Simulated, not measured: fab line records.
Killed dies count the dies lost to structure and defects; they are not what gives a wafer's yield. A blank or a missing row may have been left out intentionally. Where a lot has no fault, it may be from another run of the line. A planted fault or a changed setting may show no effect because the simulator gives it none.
fab line records	flow sky130
record: lots: 12	wafers: 36	lastDay: 50
route steps=708 shown FIELD_ISO@23 VT_ADJUST_LVTN@106 RES_PROTECT@215
lots with no fault: from the same line, run without faults
startH: the number of hours between the record's first day and the start of the first shown wafer of the lot	waitH: hours elapsed since this lot's preceding step	" unchanged from the row above	L1.1+2: a single row standing in for several wafers	- no value, or no start was given	* or withheld: withheld	< > ~ a bound
route shown NAME@n: NAME is a module with steps in the file, n the number in the route of the first one	usual: mean and standard deviation over wafers with no fault	same: alike in all rows	chamber/n: place in a boat	sites: readings site by site	_std_site: their standard deviation	_edge_site: the outer-site mean with the inner-site mean subtracted	radiusMm: how far each site lies from the wafer's centre	mask NAME#n: copy n	behind: the most recent tool/chamber to have shaped the wafer	hold: the reason the lot was held/the length of the hold in hours/how it ended	device: whichever transistor did not switch (one of n, p or np)	end of line: tests run on the same wafers once the route is complete	for a step that has no rows: nothing shown but its recipe	killed: not the wafer's yield, but the dies lost to structure and defects at the first sort	map: shows each die of a wafer: x if killed, . if not, _ if none is there
set.NAME: the run value of the setting; set.NAME@STEP: its run value at that earlier step	model.NAME: the simulator's own value behind a step, which no gauge read
steps of the route over a sample of lots; a table a step, a row a wafer
services: a tool's chamber out of use, with start hour (startH, from the record's first day; less than 0 if before it), hours out, and reason
== steps ==
step: SKY_FIELD_ISO_OXIDATION_22
recipe: tempC: 950	ambient: O2	stabiliseS: 600	purgeS: 300	targetThkA: 100	oxTimeS: 623
usual: oxTimeS: 623/0	spikeTcUpperC: 947.9/1.3	zonePowerBottomPct: 35/4.8	zonePowerUpperPct: 18.6/2.1
same: purgeS: 300
lot.wafer	tool	chamber	startH	waitH	oxTimeS	spikeTcUpperC	zonePowerBottomPct	zonePowerUpperPct
L708.2	furnace-01	0	31.45	0.4	623	947.5	30	20.3
L708.3	"	0	"	"	623	946.9	31	20.9
L708.4	"	0	"	"	623	948.6	31	20.5
L709.2	furnace-01	0	36.63	1.3	623	945.1	30	20.3
L709.3	"	0	"	"	623	945.9	30	20.2
L709.5	"	0	"	"	623	945.4	31	20.7
L710.1	furnace-01	0	40.65	1.8	623	946.4	31	20.4
L710.2	"	0	"	"	623	948.0	30	20.4
L710.6	"	0	"	"	623	946.6	31	20.3
L711.2	furnace-01	0	44.72	0.4	623	947.8	31	20.3
L711.4	"	0	"	"	623	948.2	31	20.7
L711.6	"	0	"	"	623	946.2	31	20.4
L713.1	furnace-01	0	58.36	0.6	623	945.5	30	20.2
L713.3	"	0	"	"	623	947.7	31	20.2
L713.4	"	0	"	"	623	946.9	30	20.2
L721.4	furnace-01	0	98.81	2.0	934.5	948.7	30	20.1
L721.5	"	0	"	"	934.5	948.3	31	20.6
L721.6	"	0	"	"	934.5	947.7	31	20.2
L722.4	furnace-01	0	104.30	2.5	934.5	947.7	30	20.1
L722.5	"	0	"	"	934.5	946.1	30	20.5
L722.6	"	0	"	"	934.5	946.7	30	20.3
L724.1	furnace-02	0	117.56	1.1	623	949.7	40	15.8
L724.5	"	0	"	"	623	948.9	40	16.1
L724.6	"	0	"	"	623	947.7	41	16.2
L727.1	furnace-02	0	129.94	1.2	623	948.0	41	16.2
L727.2	"	0	"	"	623	947.8	41	16.1
L727.5	"	0	"	"	623	948.6	40	16.2
L729.1	furnace-02	0	142.40	3.4	623	949.3	40	16.4
L729.4	"	0	"	"	623	949.0	41	16.2
L729.5	"	0	"	"	623	950.3	41	16.0
L730.2	furnace-02	0	147.84	2.0	623	948.6	40	16.3
L730.3	"	0	"	"	623	948.0	40	16.3
L730.4	"	0	"	"	623	949.6	41	16.1
L731.1	furnace-02	0	147.84	0.1	623	947.2	41	16.4
L731.4	"	0	"	"	623	948.7	40	15.7
L731.5	"	0	"	"	623	946.0	40	16.1
step: SKY_FIELD_ISO_THK_MEAS_23
recipe: reads: SiO2_of_FIELD_ISO_OXIDATION_22
usual: FIELD_ISO_OXIDATION_01_THK: 10.06/0.13
lot.wafer	tool	chamber	startH	waitH	FIELD_ISO_OXIDATION_01_THK[nm]
L708.2	filmMetro-03	-	32.63	0.0	10.40
L708.3	"	-	"	"	10.24
L708.4	"	-	"	"	10.22
L709.2	filmMetro-01	-	37.81	0.0	10.10
L709.3	"	-	"	"	9.94
L709.5	"	-	"	"	10.15
L710.1	filmMetro-01	-	41.83	0.0	10.09
L710.2	"	-	"	"	9.82
L710.6	"	-	"	"	10.06
L711.2	filmMetro-01	-	45.90	0.0	10.12
L711.4	"	-	"	"	10.08
L711.6	"	-	"	"	9.85
L713.1	filmMetro-04	-	59.53	0.0	10.13
L713.3	"	-	"	"	10.13
L713.4	"	-	"	"	10.34
L721.4	filmMetro-03	-	100.01	0.0	13.05
L721.5	"	-	"	"	13.03
L721.6	"	-	"	"	13.14
L722.4	filmMetro-01	-	105.50	0.0	13.08
L722.5	"	-	"	"	13.47
L722.6	"	-	"	"	13.29
L724.1	filmMetro-01	-	118.73	0.0	9.96
L724.5	"	-	"	"	10.20
L724.6	"	-	"	"	10.06
L727.1	filmMetro-04	-	131.11	0.0	10.07
L727.2	"	-	"	"	9.89
L727.5	"	-	"	"	10.01
L729.1	filmMetro-04	-	143.58	0.0	10.07
L729.4	"	-	"	"	10.22
L729.5	"	-	"	"	10.33
L731.1	filmMetro-03	-	149.01	0.0	10.30
L731.4	"	-	"	"	10.14
L731.5	"	-	"	"	10.10
L730.2	filmMetro-04	-	149.02	0.0	10.25
L730.3	"	-	"	"	10.20
L730.4	"	-	"	"	10.02
step: SKY_VT_ADJUST_LVTN_STRIP_09
recipe: chemistry: O2/N2	powerW: 1400	pressureMtorr: 1500	platenTempC: withheld	o2FlowSccm: 3000	n2FlowSccm: 300	overashFraction: 0.5
usual: drypumpMotorCurrentA: 6.02/0.27	oesProductAu: 0.722/0.0041	stripTimeToEndpointS: 36.95/0.1
lot.wafer	tool	chamber	startH	waitH	drypumpMotorCurrentA	oesProductAu	rfHoursCounterH	stripTimeToEndpointS
L708.2	plasmaAsher-01	0	138.57	0.1	5.59	0.721	47	37.14
L708.3	"	1	"	"	6.05	0.722	-	36.97
L708.4	"	0	"	"	5.55	0.724	-	36.96
L709.2	plasmaAsher-01	1	146.23	0.1	6.04	0.717	48	36.80
L709.3	"	0	"	"	5.59	0.722	-	36.76
L709.5	"	1	"	"	6.05	0.729	-	36.77
L710.1	plasmaAsher-04	1	150.38	0.1	5.97	0.731	50	37.02
L710.2	"	0	"	"	6.21	0.715	50	37.14
L710.6	"	0	"	"	6.22	0.729	-	37.07
L711.2	plasmaAsher-03	0	158.07	0.1	6.41	0.716	32	36.90
L711.4	"	0	"	"	6.43	0.721	-	37.02
L711.6	"	1	"	"	6.02	0.724	-	36.95
L713.1	plasmaAsher-04	1	171.42	0.1	5.98	0.725	52	37.02
L713.3	"	0	"	"	6.20	0.721	-	36.96
L713.4	"	1	"	"	5.96	0.728	-	37.04
L721.4	plasmaAsher-01	1	231.45	0.1	6.02	0.721	-	36.85
L721.5	"	1	"	"	6.05	0.728	-	36.84
L721.6	"	0	"	"	5.59	0.729	-	36.85
L722.4	plasmaAsher-03	1	236.20	0.1	6.02	0.720	-	36.97
L722.5	"	1	"	"	6.02	0.715	-	36.85
L722.6	"	0	"	"	6.46	0.722	-	37.04
L724.1	plasmaAsher-04	1	251.03	0.1	5.98	0.719	59	36.80
L724.5	"	1	"	"	5.98	0.722	-	36.83
L724.6	"	0	"	"	6.27	0.721	-	36.88
L727.1	plasmaAsher-04	0	275.97	0.1	6.25	0.728	61	36.83
L727.2	"	1	"	"	5.95	0.724	61	36.84
L727.5	"	0	"	"	6.25	0.720	-	36.81
L729.1	plasmaAsher-03	1	286.42	0.1	6.02	0.721	45	36.93
L729.4	"	0	"	"	6.45	0.726	-	36.96
L729.5	"	0	"	"	6.45	0.725	-	36.81
L731.1	plasmaAsher-04	0	290.47	0.1	6.27	0.722	63	36.93
L731.4	"	0	"	"	6.24	0.718	-	36.92
L731.5	"	0	"	"	6.25	0.723	-	36.88
L730.2	plasmaAsher-01	0	290.82	0.1	5.58	0.719	61	37.10
L730.3	"	0	"	"	5.56	0.718	-	36.93
L730.4	"	1	"	"	6.02	0.723	-	36.95
step: SKY_VT_ADJUST_LVTN_OVL_MEAS_18
usual: VT_ADJUST_LVTN_01_OVL: -0.2/1.3
lot.wafer	tool	chamber	startH	waitH	VT_ADJUST_LVTN_01_OVL[nm]
L708.2	overlay-01	-	157.35	0.1	0.4
L708.3	"	-	"	"	-1.5
L708.4	"	-	"	"	-2.1
L709.2	overlay-01	-	166.70	0.1	-0.3
L709.3	"	-	"	"	-0.7
L709.5	"	-	"	"	-0.3
L710.1	overlay-02	-	170.74	0.1	0.6
L710.2	"	-	"	"	-0.6
L710.6	"	-	"	"	-1.4
L711.2	overlay-02	-	178.30	0.1	0.0
L711.4	"	-	"	"	0.2
L711.6	"	-	"	"	-0.4
L713.1	overlay-02	-	192.39	0.1	-2.3
L713.3	"	-	"	"	-2.6
L713.4	"	-	"	"	-0.9
L721.4	overlay-02	-	255.60	0.1	-1.6
L721.5	"	-	"	"	0.2
L721.6	"	-	"	"	1.7
L722.4	overlay-01	-	259.70	0.1	2.0
L722.5	"	-	"	"	0.1
L722.6	"	-	"	"	-1.0
L724.1	overlay-01	-	275.23	0.1	-1.4
L724.5	"	-	"	"	1.0
L724.6	"	-	"	"	-0.6
L727.1	overlay-02	-	300.79	0.1	-0.3
L727.2	"	-	"	"	0.3
L727.5	"	-	"	"	-3.2
L729.1	overlay-01	-	310.98	0.1	-1.5
L729.4	"	-	"	"	-1.1
L729.5	"	-	"	"	-2.1
L731.1	overlay-01	-	316.43	0.1	2.0
L731.4	"	-	"	"	0.0
L731.5	"	-	"	"	-0.4
L730.2	overlay-02	-	316.59	0.1	0.6
L730.3	"	-	"	"	0.3
L730.4	"	-	"	"	0.1
step: SKY_RES_PROTECT_TW_MEAS_08
usual: POLY_GATE_TW: 4049/29
lot.wafer	tool	chamber	startH	waitH	POLY_GATE_TW
L708.2	filmMetro-04	-	335.84	0.1	4036
L708.3	"	-	"	"	4021
L708.4	"	-	"	"	4004
L709.2	filmMetro-04	-	346.85	0.1	4047
L709.3	"	-	"	"	4057
L709.5	"	-	"	"	4029
L710.1	filmMetro-03	-	349.94	0.1	4041
L710.2	"	-	"	"	4019
L710.6	"	-	"	"	3987
L711.2	filmMetro-04	-	363.44	0.1	4035
L711.4	"	-	"	"	4026
L711.6	"	-	"	"	4033
L713.1	filmMetro-02	-	377.68	0.1	4045
L713.3	"	-	"	"	4055
L713.4	"	-	"	"	4055
L721.4	filmMetro-02	-	459.47	0.1	4098
L721.5	"	-	"	"	4082
L721.6	"	-	"	"	4067
L722.4	filmMetro-03	-	466.75	0.1	4041
L722.5	"	-	"	"	4044
L722.6	"	-	"	"	4047
L724.1	filmMetro-04	-	483.29	0.1	4038
L724.5	"	-	"	"	4044
L724.6	"	-	"	"	4042
L727.1	filmMetro-03	-	517.48	0.1	4044
L727.2	"	-	"	"	4045
L727.5	"	-	"	"	4038
L729.1	filmMetro-02	-	530.39	0.1	4116
L729.4	"	-	"	"	4092
L729.5	"	-	"	"	4090
L731.1	filmMetro-03	-	531.64	0.1	4035
L731.4	"	-	"	"	4037
L731.5	"	-	"	"	4015
L730.2	filmMetro-02	-	535.49	0.1	4103
L730.3	"	-	"	"	4117
L730.4	"	-	"	"	4091
== services ==
tool	chamber	startH	hours	kind
plasmaAsher-03	-	40.78	34.8	repair
plasmaAsher-01	-	66.68	4.5	repair
furnace-02	-	85.56	4.9	pm
plasmaAsher-01	-	107.62	2.8	pm
plasmaAsher-01	-	118.27	3.4	repair
furnace-01	-	127.49	8.0	repair
furnace-01	-	156.63	2.6	pm
plasmaAsher-04	-	192.61	4.3	pm
plasmaAsher-04	-	204.84	1.8	repair
furnace-02	-	254.10	3.5	pm
furnace-02	-	264.91	3.2	pm
plasmaAsher-01	-	275.52	14.6	pm
== key ==
firstSign: step: SKY_FIELD_ISO_OXIDATION_22	reading: oxTimeS	direction: up	sigmas: 99+	usual: *	struck: *
effect: step: SKY_FIELD_ISO_THK_MEAS_23	reading: FIELD_ISO_OXIDATION_01_THK	direction: up	sigmas: 23	usual: 10.06	struck: 13.18
metAt SKY_FIELD_ISO_OXIDATION_22
struckLots L721,L722
testerLeftOut L721,L722
notActingAt SKY_VT_ADJUST_LVTN_STRIP_09,SKY_VT_ADJUST_LVTN_OVL_MEAS_18,SKY_RES_PROTECT_TW_MEAS_08
onsetBetween 58.36 98.81
fault: kind: processParameterDrift	tool: furnace-01	chamber: -	onsetH: 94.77	steps: SKY_FIELD_ISO_OXIDATION_22	channel: oxTimeS	offset: *	shape: step	endH: 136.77	actsIn: *	stated: *
testerLeftOut: of these lots the tester's yield and bins aren't shown, on N5 and GAA mostly nor the transistor test; their killed dies are dies lost to structure and defects alone, not to doping, threshold or leakage, so they don't give the yield
